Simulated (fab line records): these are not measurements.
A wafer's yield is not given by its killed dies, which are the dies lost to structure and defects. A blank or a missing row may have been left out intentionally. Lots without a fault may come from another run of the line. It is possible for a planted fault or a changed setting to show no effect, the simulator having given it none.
fab line records | flow gf180mcu
[record] lots = 15 | wafers = 45 | lastDay = 34
route steps=602 shown HV_LDD@228 SAB@270 CONTACT@289
lots with no fault: from the same line, run without faults
startH: start of the lot's first displayed wafer, in hours after the record's first day | waitH: hours elapsed since this lot's preceding step | " repeats the value in the row above | L1.1+2: several wafers, shown together as one row | - either no value or no given start | * or withheld: withheld | < > ~ a bound
route shown NAME@n: NAME is a module with steps in the file, n the number in the route of the first one | usual: mean and standard deviation over wafers with no fault | same: alike in all rows | chamber/n: place in a boat | sites: per-site readings | _std_site: the values' standard deviation | _edge_site: mean of outer sites minus mean of inner sites | radiusMm: for every site, how far away it sits from the centre of the wafer | mask NAME#n: copy n | behind: the most recent tool/chamber to have shaped the wafer | hold: cause of the lot's hold/its duration in hours/its outcome | device: transistor that didn't switch, given as n, p or np | end of line: the tests these same wafers got at the end of their route | a step given without rows: its recipe and nothing more | killed: dies lost to structure and defects at the first sort, not the wafer's yield | map: dies across one wafer; x = killed, . = not, _ = none there
set.NAME: the setting as run; set.NAME@STEP: as run at that earlier step | model.NAME: the simulator's own value behind a step, which no gauge read
steps of the route over a sample of lots; a table a step, a row a wafer
services: when a tool's chamber went out of use (startH, in hours from the record's first day, below 0 if earlier), for how many hours, and the reason
[[steps]]
[step GF_HV_LDD_RTA_52]
[recipe] tempC = 1000 | timeS = 10.53 | ambient = N2
[usual] lampPowerPct = 32.2/1.1 | wafer_temp_C_max = 1005.9/1.4
lot.wafer | tool         | chamber | startH | waitH | lampPowerPct | wafer_temp_C_max
L285.1    | rtpAnneal-01 | 0       | 269.80 | 0.0   | 33.2         | 1004.3
L285.4    | "            | 0       | "      | "     | 33.2         | 1007.4
L285.6    | "            | 0       | "      | "     | 33.2         | 1004.5
L286.2    | rtpAnneal-02 | 0       | 282.38 | 0.0   | 30.9         | 1007.3
L286.5    | "            | 0       | "      | "     | 30.9         | 1005.9
L286.6    | "            | 0       | "      | "     | 30.9         | 1006.7
L287.2    | rtpAnneal-02 | 0       | 291.85 | 0.0   | 30.9         | 1007.1
L287.3    | "            | 0       | "      | "     | 30.9         | 1008.9
L287.4    | "            | 0       | "      | "     | 30.9         | 1005.0
L290.2    | rtpAnneal-02 | 0       | 309.14 | 0.0   | 31.0         | 1007.2
L290.5    | "            | 0       | "      | "     | 30.9         | 1006.8
L290.6    | "            | 0       | "      | "     | 30.9         | 1005.3
L291.1    | rtpAnneal-02 | 0       | 317.84 | 0.0   | 30.9         | 1007.0
L291.4    | "            | 0       | "      | "     | 30.9         | 1006.1
L291.6    | "            | 0       | "      | "     | 30.9         | 1005.9
L292.1    | rtpAnneal-02 | 0       | 323.87 | 0.0   | 30.9         | 1004.8
L292.5    | "            | 0       | "      | "     | 30.9         | 1004.7
L292.6    | "            | 0       | "      | "     | 30.9         | 1005.5
L297.2    | rtpAnneal-01 | 0       | 365.40 | 0.0   | 33.2         | 1004.5
L297.3    | "            | 0       | "      | "     | 33.2         | 1005.8
L297.4    | "            | 0       | "      | "     | 33.2         | 1005.3
L298.1    | rtpAnneal-01 | 0       | 375.29 | 0.0   | 33.2         | 1005.9
L298.4    | "            | 0       | "      | "     | 33.2         | 1006.7
L298.5    | "            | 0       | "      | "     | 33.2         | 1003.7
L299.2    | rtpAnneal-02 | 0       | 381.38 | 0.0   | 30.9         | 1007.3
L299.3    | "            | 0       | "      | "     | 30.9         | 1007.3
L299.4    | "            | 0       | "      | "     | 30.9         | 1005.6
L300.1    | rtpAnneal-01 | 0       | 387.69 | 0.0   | 33.2         | 1002.9
L300.2    | "            | 0       | "      | "     | 33.1         | 1004.4
L300.3    | "            | 0       | "      | "     | 33.2         | 1007.0
L301.1    | rtpAnneal-01 | 0       | 394.11 | 0.0   | 33.2         | 1005.7
L301.4    | "            | 0       | "      | "     | 33.2         | 1005.4
L301.5    | "            | 0       | "      | "     | 33.2         | 1004.3
L303.4    | rtpAnneal-01 | 0       | 420.07 | 0.0   | 33.2         | 1005.4
L303.5    | "            | 0       | "      | "     | 33.2         | 1004.8
L303.6    | "            | 0       | "      | "     | 33.2         | 1005.8
L304.2    | rtpAnneal-01 | 0       | 424.55 | 0.0   | 33.2         | 1004.7
L304.3    | "            | 0       | "      | "     | 33.2         | 1005.3
L304.4    | "            | 0       | "      | "     | 33.1         | 1003.6
L305.1    | rtpAnneal-01 | 0       | 442.64 | 0.0   | 33.2         | 1004.9
L305.2    | "            | 0       | "      | "     | 33.2         | 1006.6
L305.3    | "            | 0       | "      | "     | 33.2         | 1006.6
L306.1    | rtpAnneal-01 | 0       | 458.44 | 0.0   | 33.2         | 1004.6
L306.3    | "            | 0       | "      | "     | 33.2         | 1005.0
L306.5    | "            | 0       | "      | "     | 33.2         | 1006.2
[step GF_HV_LDD_ETCHBACK_58]
[recipe] chemistry = CH3F/O2 | target = Si3N4 | stopOn = SiO2 | sourceW = 400 | biasW = 80 | pressureMtorr = 25 | ch3fFlowSccm = 40 | O2_flow_sccm = 30 | timeS = 100 | targetDepthA = 900
[usual] drypumpMotorCurrentA = 5.6/0.47 | oesProductAu = 0.845/0.0058 | throttleValvePct = 10.562/0.0088
lot.wafer | tool       | chamber | startH | waitH | drypumpMotorCurrentA | oesProductAu | rfHoursCounterH | throttleValvePct
L285.1    | rieDiel-03 | 2       | 279.15 | 0.1   | 5.9                  | 0.831        | 15              | 10.549
L285.4    | "          | 1       | "      | "     | 5.7                  | 0.844        | 70              | 10.550
L285.6    | "          | 0       | "      | "     | 6.1                  | 0.844        | -               | 10.569
L286.2    | rieDiel-04 | 1       | 285.13 | 0.0   | 4.9                  | 0.839        | 87              | 10.588
L286.5    | "          | 3       | "      | "     | 5.5                  | 0.838        | -               | 10.574
L286.6    | "          | 2       | "      | "     | 5.2                  | 0.848        | -               | 10.567
L287.2    | rieDiel-01 | 3       | 295.05 | 0.0   | 6.2                  | 0.839        | 35              | 10.566
L287.3    | "          | 0       | "      | "     | 4.8                  | 0.840        | 61              | 10.562
L287.4    | "          | 2       | "      | "     | 5.9                  | 0.844        | -               | 10.554
L290.2    | rieDiel-03 | 3       | 312.01 | 0.0   | 6.3                  | 0.845        | 36              | 10.543
L290.5    | "          | 2       | "      | "     | 5.9                  | 0.837        | -               | 10.555
L290.6    | "          | 1       | "      | "     | 5.7                  | 0.838        | -               | 10.556
L291.1    | rieDiel-03 | 3       | 320.60 | 0.1   | 6.3                  | 0.837        | 37              | 10.572
L291.4    | "          | 0       | "      | "     | 6.1                  | 0.842        | 124             | 10.559
L291.6    | "          | 2       | "      | "     | 5.9                  | 0.834        | -               | 10.553
L292.1    | rieDiel-01 | 3       | 326.62 | 0.1   | 6.2                  | 0.840        | 36              | 10.557
L292.5    | "          | 1       | "      | "     | 5.4                  | 0.841        | -               | 10.553
L292.6    | "          | 2       | "      | "     | 5.9                  | 0.846        | -               | 10.564
L297.2    | rieDiel-01 | 3       | 368.14 | 0.0   | 6.2                  | 0.845        | 37              | 10.580
L297.3    | "          | 1       | "      | "     | 5.4                  | 0.829        | 2               | 10.575
L297.4    | "          | 0       | "      | "     | 4.7                  | 0.840        | 63              | 10.559
L298.1    | rieDiel-03 | 3       | 378.05 | 0.1   | 6.3                  | 0.844        | 39              | 10.574
L298.4    | "          | 2       | "      | "     | 5.9                  | 0.848        | -               | 10.568
L298.5    | "          | 1       | "      | "     | 5.7                  | 0.849        | -               | 10.561
L299.2    | rieDiel-04 | 0       | 384.13 | 0.0   | 5.9                  | 0.843        | 7               | 10.559
L299.3    | "          | 1       | "      | "     | 4.9                  | 0.853        | 89              | 10.548
L299.4    | "          | 2       | "      | "     | 5.2                  | 0.851        | 16              | 10.571
L300.1    | rieDiel-03 | 0       | 390.44 | 0.1   | 6.1                  | 0.850        | 1               | 10.565
L300.2    | "          | 3       | "      | "     | 6.3                  | 0.856        | 39              | 10.572
L300.3    | "          | 2       | "      | "     | 5.9                  | 0.852        | 18              | 10.561
L301.1    | rieDiel-01 | 1       | 396.93 | 0.1   | 5.4                  | 0.852        | 3               | 10.573
L301.4    | "          | 2       | "      | "     | 5.9                  | 0.844        | 18              | 10.555
L301.5    | "          | 1       | "      | "     | 5.3                  | 0.844        | -               | 10.566
L303.4    | rieDiel-04 | 3       | 422.80 | 0.0   | 5.5                  | 0.846        | 10              | 10.569
L303.5    | "          | 0       | "      | "     | 6.0                  | 0.849        | -               | 10.565
L303.6    | "          | 3       | "      | "     | 5.5                  | 0.847        | -               | 10.546
L304.2    | rieDiel-04 | 3       | 427.30 | 0.0   | 5.5                  | 0.850        | 10              | 10.567
L304.3    | "          | 2       | "      | "     | 5.2                  | 0.848        | 17              | 10.558
L304.4    | "          | 1       | "      | "     | 4.9                  | 0.845        | 89              | 10.575
L305.1    | rieDiel-04 | 3       | 446.72 | 0.1   | 5.5                  | 0.839        | 10              | 10.563
L305.2    | "          | 2       | "      | "     | 5.2                  | 0.835        | 18              | 10.560
L305.3    | "          | 1       | "      | "     | 4.9                  | 0.846        | 90              | 10.550
L306.1    | rieDiel-03 | 1       | 461.20 | 0.1   | 5.7                  | 0.847        | 75              | 10.562
L306.3    | "          | 2       | "      | "     | 5.9                  | 0.836        | 20              | 10.562
L306.5    | "          | 1       | "      | "     | 5.7                  | 0.842        | -               | 10.579
[step GF_SAB_EXPOSE_06]
[recipe] maskId = SAB | targetCdNm = 420 | na = 0.6 | sourceShape = conventional | sigmaOuter = 0.6 | doseMj = 140
[usual] exposureDoseMJCm2 = 139.91/0.14 | focusOffsetNm = 0.1/0.48 | stageVelMmS = 500.06/0.24
lot.wafer | tool            | chamber | startH | waitH | mask  | exposureDoseMJCm2 | focusOffsetNm | stageVelMmS
L285.1    | ilineStepper-02 | 0       | 331.48 | -     | SAB#0 | 139.89            | -0.1          | 500.11
L285.4    | "               | 0       | "      | "     | SAB#0 | 139.83            | 0.5           | 500.21
L285.6    | "               | 0       | "      | "     | SAB#0 | 140.10            | 0.5           | 500.44
L286.2    | ilineStepper-02 | 0       | 337.70 | -     | SAB#0 | 140.09            | -1.2          | 499.99
L286.5    | "               | 0       | "      | "     | SAB#0 | 139.96            | -0.4          | 500.13
L286.6    | "               | 0       | "      | "     | SAB#0 | 139.91            | 0.1           | 499.63
L287.2    | ilineStepper-01 | 0       | 349.22 | -     | SAB#0 | 139.96            | 0.5           | 499.89
L287.3    | "               | 0       | "      | "     | SAB#0 | 139.92            | 0.3           | 500.13
L287.4    | "               | 0       | "      | "     | SAB#0 | 139.90            | 0.2           | 500.02
L290.2    | ilineStepper-02 | -       | 366.87 | -     | SAB#0 | -                 | -             | -
L290.5    | "               | -       | "      | "     | SAB#0 | -                 | -             | -
L290.6    | "               | -       | "      | "     | SAB#0 | -                 | -             | -
L291.1    | ilineStepper-01 | -       | 375.55 | -     | SAB#0 | -                 | -             | -
L291.4    | "               | -       | "      | "     | SAB#0 | -                 | -             | -
L291.6    | "               | -       | "      | "     | SAB#0 | -                 | -             | -
L292.1    | ilineStepper-01 | -       | 381.18 | -     | SAB#0 | -                 | -             | -
L292.5    | "               | -       | "      | "     | SAB#0 | -                 | -             | -
L292.6    | "               | -       | "      | "     | SAB#0 | -                 | -             | -
L297.2    | ilineStepper-01 | 0       | 427.62 | -     | SAB#0 | 139.82            | -0.1          | 500.15
L297.3    | "               | 0       | "      | "     | SAB#0 | 139.80            | 0.3           | 500.27
L297.4    | "               | 0       | "      | "     | SAB#0 | 139.71            | -0.3          | 499.69
L298.1    | ilineStepper-02 | 0       | 437.52 | -     | SAB#0 | 139.74            | 0.3           | 500.34
L298.4    | "               | 0       | "      | "     | SAB#0 | 139.90            | 0.2           | 500.21
L298.5    | "               | 0       | "      | "     | SAB#0 | 139.88            | 0.4           | 500.06
L299.2    | ilineStepper-02 | 0       | 444.12 | -     | SAB#0 | 140.17            | -0.6          | 499.95
L299.3    | "               | 0       | "      | "     | SAB#0 | 139.78            | -0.5          | 500.17
L299.4    | "               | 0       | "      | "     | SAB#0 | 140.06            | 1.0           | 499.77
L300.1    | ilineStepper-02 | 0       | 450.97 | -     | SAB#0 | 139.59            | 0.4           | 500.40
L300.2    | "               | 0       | "      | "     | SAB#0 | 139.99            | 0.7           | 500.41
L300.3    | "               | 0       | "      | "     | SAB#0 | 139.64            | 0.8           | 500.60
L301.1    | ilineStepper-02 | 0       | 457.05 | -     | SAB#0 | 139.89            | 1.2           | 499.82
L301.4    | "               | 0       | "      | "     | SAB#0 | 139.88            | 0.0           | 499.95
L301.5    | "               | 0       | "      | "     | SAB#0 | 139.73            | 0.2           | 500.44
L303.4    | ilineStepper-01 | 0       | 483.15 | -     | SAB#0 | 139.89            | -0.2          | 500.05
L303.5    | "               | 0       | "      | "     | SAB#0 | 139.81            | 0.4           | 500.22
L303.6    | "               | 0       | "      | "     | SAB#0 | 139.92            | 0.2           | 500.27
L304.2    | ilineStepper-02 | 0       | 487.97 | -     | SAB#0 | 139.92            | -0.5          | 500.32
L304.3    | "               | 0       | "      | "     | SAB#0 | 140.07            | 0.7           | 499.96
L304.4    | "               | 0       | "      | "     | SAB#0 | 139.92            | 0.8           | 500.09
L305.1    | ilineStepper-01 | 0       | 506.30 | -     | SAB#0 | 139.81            | 1.0           | 500.06
L305.2    | "               | 0       | "      | "     | SAB#0 | 139.73            | 0.9           | 499.83
L305.3    | "               | 0       | "      | "     | SAB#0 | 139.84            | 0.0           | 499.75
L306.1    | ilineStepper-01 | 0       | 520.93 | -     | SAB#0 | 139.84            | -0.5          | 500.07
L306.3    | "               | 0       | "      | "     | SAB#0 | 140.02            | 0.6           | 500.92
L306.5    | "               | 0       | "      | "     | SAB#0 | 140.02            | 0.1           | 499.92
[step GF_CONTACT_CVD_02]
[recipe] material = SiO2 | targetThkNm = 860 | precursor = TEOS | tempC = 400 | timeS = 95.992 | rfW = 600
[usual] heaterPowerW = 658/110
lot.wafer | tool     | chamber | startH | waitH | heaterPowerW | sinceWetCleanH
L285.1    | pecvd-03 | 0       | 343.30 | 0.1   | 588          | 377
L285.4    | "        | 0       | "      | "     | 642          | -
L285.6    | "        | 1       | "      | "     | 698          | -
L286.2    | pecvd-04 | 2       | 349.70 | 0.0   | 586          | 592
L286.5    | "        | 1       | "      | "     | 746          | -
L286.6    | "        | 0       | "      | "     | 720          | -
L287.2    | pecvd-03 | 1       | 360.95 | 0.0   | 640          | 395
L287.3    | "        | 0       | "      | "     | 623          | 395
L287.4    | "        | 2       | "      | "     | 586          | -
L297.2    | pecvd-03 | 0       | 440.66 | 0.0   | 587          | 474
L297.3    | "        | 2       | "      | "     | 542          | 474
L297.4    | "        | 1       | "      | "     | 569          | -
L298.1    | pecvd-04 | 2       | 450.48 | 0.1   | 570          | 692
L298.4    | "        | 2       | "      | "     | 458          | -
L298.5    | "        | 0       | "      | "     | 728          | -
L299.2    | pecvd-02 | 0       | 456.42 | 0.0   | 898          | 282
L299.3    | "        | 0       | "      | "     | 722          | -
L299.4    | "        | 2       | "      | "     | 521          | -
L300.1    | pecvd-02 | 0       | 463.95 | 0.1   | 897          | 289
L300.2    | "        | 2       | "      | "     | 633          | 289
L300.3    | "        | 1       | "      | "     | 762          | 289
L301.1    | pecvd-03 | 2       | 470.21 | 0.1   | 578          | 504
L301.4    | "        | 2       | "      | "     | 617          | -
L301.5    | "        | 0       | "      | "     | 633          | -
L303.4    | pecvd-03 | 2       | 496.18 | 0.1   | 566          | -
L303.5    | "        | 0       | "      | "     | 534          | -
L303.6    | "        | 1       | "      | "     | 701          | -
L304.2    | pecvd-03 | 1       | 500.89 | 0.0   | 597          | 535
L304.3    | "        | 0       | "      | "     | 658          | 535
L304.4    | "        | 2       | "      | "     | 567          | -
L305.1    | pecvd-02 | 0       | 518.57 | 0.1   | 825          | 344
L305.2    | "        | 1       | "      | "     | 737          | 344
L305.3    | "        | 2       | "      | "     | 623          | 344
L306.1    | pecvd-04 | 0       | 532.44 | 0.1   | 733          | 774
L306.3    | "        | 1       | "      | "     | 798          | 774
L306.5    | "        | 2       | "      | "     | 529          | -
[[services]]
tool            | chamber | startH | hours | kind
pecvd-03        | -       | 246.33 | 14.6  | pm
rieDiel-03      | 3       | 248.47 | 23.7  | repair
ilineStepper-01 | -       | 254.74 | 4.4   | pm
rieDiel-04      | -       | 261.72 | 14.6  | pm
rieDiel-03      | 3       | 285.18 | 1.6   | repair
ilineStepper-01 | -       | 311.54 | 14.1  | repair
rieDiel-04      | 2       | 315.50 | 49.9  | repair
ilineStepper-01 | -       | 323.05 | 9.0   | repair
rieDiel-04      | -       | 326.92 | 0.9   | repair
rieDiel-04      | 1       | 332.87 | 14.3  | repair
rieDiel-03      | 0       | 335.74 | 2.8   | repair
rieDiel-04      | -       | 343.86 | 2.8   | pm
rieDiel-03      | 0       | 372.28 | 7.4   | repair
ilineStepper-01 | -       | 377.54 | 1.7   | pm
rieDiel-04      | 1       | 387.89 | 19.7  | repair
rieDiel-03      | 0       | 410.71 | 13.7  | repair
rieDiel-04      | -       | 412.71 | 1.4   | repair
rieDiel-03      | 2       | 427.78 | 2.6   | repair
ilineStepper-02 | -       | 427.92 | 1.7   | pm
rieDiel-04      | 0       | 439.22 | 9.8   | repair
ilineStepper-01 | -       | 499.86 | 2.1   | repair
pecvd-03        | -       | 514.77 | 1.1   | repair
pecvd-03        | -       | 522.05 | 0.8   | repair
pecvd-03        | 1       | 525.64 | 7.3   | repair
[[key]]
[firstSign] step = GF_SAB_EXPOSE_06 | reading = toolRecord | direction = missing
effect none on later readings
metAt GF_SAB_EXPOSE_06
struckLots L290,L291,L292
laterRowsLeftOut L290.2,L290.5,L290.6,L291.1,L291.4,L291.6,L292.1,L292.5,L292.6
sortLeftOut L290.2,L290.5,L290.6,L291.1,L291.4,L291.6,L292.1,L292.5,L292.6
testerLeftOut L290,L291,L292
notActingAt GF_HV_LDD_RTA_52,GF_HV_LDD_ETCHBACK_58,GF_CONTACT_CVD_02
onsetBetween 349.22 366.87
[fault] kind = skippedStepWhole | tool = ilineStepper-01,ilineStepper-02 | chamber = - | onsetH = 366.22 | steps = GF_SAB_EXPOSE_06 | scope = struckLotsOnly
// testerLeftOut: of these lots the tester's yield and bins aren't shown, on N5 and GAA mostly nor the transistor test; their killed dies are dies lost to structure and defects alone, not to doping, threshold or leakage, so they don't give the yield
// sortLeftOut: the simulated sort isn't trusted on such a fault, so these wafers' sort isn't shown, and their yield isn't known
// laterRowsLeftOut: the simulator's readings of these wafers behind a module that went badly wrong aren't trusted and aren't shown, but for the sort
